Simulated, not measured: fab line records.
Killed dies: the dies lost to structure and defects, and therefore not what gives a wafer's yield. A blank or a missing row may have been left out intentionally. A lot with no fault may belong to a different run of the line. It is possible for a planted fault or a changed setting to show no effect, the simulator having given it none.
A lot that was struck, set against a sound lot	flow sky130	22 steps out of a route of 708
Sound: wafers L575.2, L575.3, L575.6. Wafers struck: L583.2, L583.3, L583.4. The cause is given at the end.
Order at every step that has rows: each side's tool, ch and its chambers, its first start. Under that, the readings that differ: sound wafers	struck wafers	difference of the means	sigmas: that difference in standard deviations of wafers without a fault.
alike: readings whose means differ by less than 2 such deviations, and words and numbers that are the same on both sides. not compared: withheld readings, readings that some wafer has no value for, bounds like >300 that may hide the same value, and numbers for which the record gives no deviation and whose values overlap.
A row with sigmas, a row that says differs or no value, or rows on one side alone: a step with any of these is where the two part. Non-overlapping numbers with no deviation appear without sigmas and do not part them. Lack of a reading on every wafer of one side parts them only where that side has two or more wafers.

SKY_POLY_GATE_THK_MEAS_21:
  struck on film_metro-01, day 21 13:27; sound on film_metro-02, day 17 19:24
reading	sound	struck	difference	sigmas
POLY_GATE_OXIDATION_THK (nm)	3.89 3.82 3.90	4.09 4.11 4.00	+0.20	+2
SKY_POLY_GATE_CD_MEAS_22:
  struck on cd_sem-02, day 21 13:32; sound on cd_sem-02, day 17 19:30
  alike: cd_nm
then, 7 steps without rows for these wafers: SKY_LDD_N_DEHYDRATE_00 (time 60 s); SKY_LDD_N_HMDS_01 (prime time 60 s); SKY_LDD_N_COAT_02 (resist thk 300 nm); SKY_LDD_N_SOFTBAKE_03 (time 60 s); SKY_LDD_N_EXPOSE_04 (exposes mask NTM, target cd 840 nm); SKY_LDD_N_PEB_05; SKY_LDD_N_DEVELOP_06 (develop time 60 s).
SKY_LDD_N_OVL_MEAS_07:
  struck on overlay-01, day 22 21:15; sound on overlay-01, day 19 02:13
  alike: LDD_N_OVL
then, 2 steps without rows for these wafers: SKY_LDD_N_IMPLANT_08; SKY_LDD_N_IMPLANT_09.
SKY_LDD_N_IMPLANT_10:
  sound on implanter-03 ch 0, day 19 02:34; struck on implanter-03 ch 0, day 22 21:37
reading	sound	struck	difference	sigmas
implant_ion_amu	75 75 75	31 31 31	-44	
model.implant.rp_nm (nm)	15.83 15.83 15.83	27.71 27.71 27.71	+11.88	
model.implant.drp_nm (nm)	7.212 7.212 7.212	12.97 12.97 12.97	+5.76	
then, 5 steps without rows for these wafers: SKY_LDD_N_IMPLANT_11; SKY_LDD_N_IMPLANT_12; SKY_LDD_N_IMPLANT_13; SKY_LDD_N_IMPLANT_14; SKY_LDD_N_IMPLANT_15.
SKY_LDD_N_STRIP_16: strips in O2/N2.
  sound on plasma_asher-04 ch 0,1, day 19 03:26; struck on plasma_asher-04 ch 0,1, day 22 22:29
reading	sound	struck	difference	sigmas
strip_time_to_endpoint_s (s)	4.311 4.318 4.301	4.206 4.233 4.215	-0.092	-7
  alike: drypump_motor_current_A, oes_product_au
  not compared: rf_hours_counter_h
SKY_LDD_N_TW_MEAS_17:
  struck on film_metro-03, day 22 22:35; sound on film_metro-03, day 19 03:33
reading	sound	struck	difference	sigmas
LDD_N_TW	2588 2581 2583	2533 2528 2551	-47	-4
then, 1 step without rows for these wafers: SKY_LDD_P_DEHYDRATE_00 (time 60 s).
-- the record jumps here: 27 days lie between the struck wafers' starts before and after (it left off in module LDD_P and takes up again in module PAD_OPEN, whose first step shown is number 708 of the route) --
SKY_PAD_OPEN_PROBE_99:
  struck on prober-01, day 49 13:04; sound on prober-02, day 47 03:34
reading	sound	struck	difference	sigmas
model.etest.tip_n.rs_ohm_sq	443.2 443.9 439.6	383.5 384 380.5	-59.6	
model.etest.nfet_01v8_turned.drive_ua_um	506.5 510.2 498.2	571.7 570.8 556.8	+61.5	
model.etest.nfet_01v8_lvt.drive_ua_um	572.9 576.6 568.3	634 648.5 632	+66	
model.etest.nfet_01v8.drive_ua_um	505 511.5 497.9	556.9 563.5 544.4	+50.1	
model.etest.sram_nfet_pass.drive_ua_um	483.7 496.9 486.9	531.4 537.1 527.6	+42.9	
model.etest.nfet_01v8_swapped.drive_ua_um	505.5 508 495.9	559.6 564.2 546.8	+53.7	
model.etest.nfet_01v8.r_on_ohm_um	826.7 821.8 841.5	789.7 784.6 808.3	-35.8	
model.etest.res_ndiff.rs_ohm_sq	121.1 120.5 121	118.3 117.3 117.5	-3.2	
  alike: killed_at_M0_to_M3, killed_at_M4_up, killed_at_contacts, killed_at_front_end, killed_at_other, killed_dies, killed_open, killed_short

== WHERE THEY PART ==
Last at SKY_LDD_N_TW_MEAS_17 as far as this record goes, first at SKY_POLY_GATE_THK_MEAS_21. Later steps at which nothing parts them and some readings are alike: SKY_PAD_OPEN_PROBE_99.

WHY: what the simulator had put in
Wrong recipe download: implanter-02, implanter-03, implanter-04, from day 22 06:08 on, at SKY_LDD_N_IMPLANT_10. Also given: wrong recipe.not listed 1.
